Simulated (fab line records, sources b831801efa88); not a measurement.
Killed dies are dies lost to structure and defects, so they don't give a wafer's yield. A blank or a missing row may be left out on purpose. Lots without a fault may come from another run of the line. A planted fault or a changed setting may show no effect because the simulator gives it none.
Chamber matching | flow gf180mcu | GF_V3_CMP_26 on cmp-02: 4 sister chambers
The step polishes, stops on SiO2, t overpolish 15 s, target thk 0 nm. 8 wafers are shown with their chamber, then 12 later ones without.

WAFERS WITH THEIR CHAMBER
wafer  | chamber | motor_current_A (A) | time_to_endpoint_s (s)
L080.4 | 3       | 9.8                 | 83
L083.1 | 3       | 9.2                 | 85
L083.3 | 2       | 10.7                | 82
L089.1 | 0       | 12.0                | 90
L089.4 | 2       | 10.9                | 86
L092.1 | 1       | 10.4                | 85
L092.2 | 0       | 12.3                | 93
L092.5 | 1       | 10.3                | 87

WAFERS WITHOUT THEIR CHAMBER
wafer  | motor_current_A (A) | time_to_endpoint_s (s)
L093.1 | 12.9                | 87
L093.2 | 10.5                | 90
L093.3 | 10.8                | 86
L094.3 | 9.2                 | 93
L094.5 | 9.6                 | 92
L094.6 | 11.4                | 87
L095.2 | 11.1                | 88
L095.4 | 10.2                | 88
L095.6 | 9.7                 | 88
L096.1 | 12.1                | 86
L096.3 | 10.0                | 84
L096.5 | 12.7                | 83

WHICH CHAMBER EACH WENT THROUGH
wafer  | from the rows above          | in truth
L093.1 | 0                            | 0
L093.2 | can't be placed: 1 or 2      | 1
L093.3 | can't be placed: 2 or 1      | 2
L094.3 | can't be placed: 3 or 1      | 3
L094.5 | can't be placed: 3 or 1      | 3
L094.6 | can't be placed: 2 or 0 or 1 | 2
L095.2 | can't be placed: 2 or 1      | 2
L095.4 | can't be placed: 1 or 2      | 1
L095.6 | can't be placed: 3 or 1      | 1
L096.1 | 0                            | 0
L096.3 | can't be placed: 1 or 3 or 2 | 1
L096.5 | 0                            | 0
Placed correctly: 3 of 12. Can't be placed from these rows: 9 (the true chamber is among the candidates in 9). Placed wrongly: 0.
How it was worked out, from the rows above alone: a wafer's distance from a chamber is the root of the sum, over the readings, of the square of ((its reading less the chamber's mean) divided by the reading's scatter). The wafer belongs to the nearest chamber; if the next one is less than 2 further off, it can't be placed. A chamber's mean is the mean of its shown wafers. The scatter: the root of (the sum of the squares of (reading less its chamber's mean) over the shown wafers, divided by (wafers less chambers)).
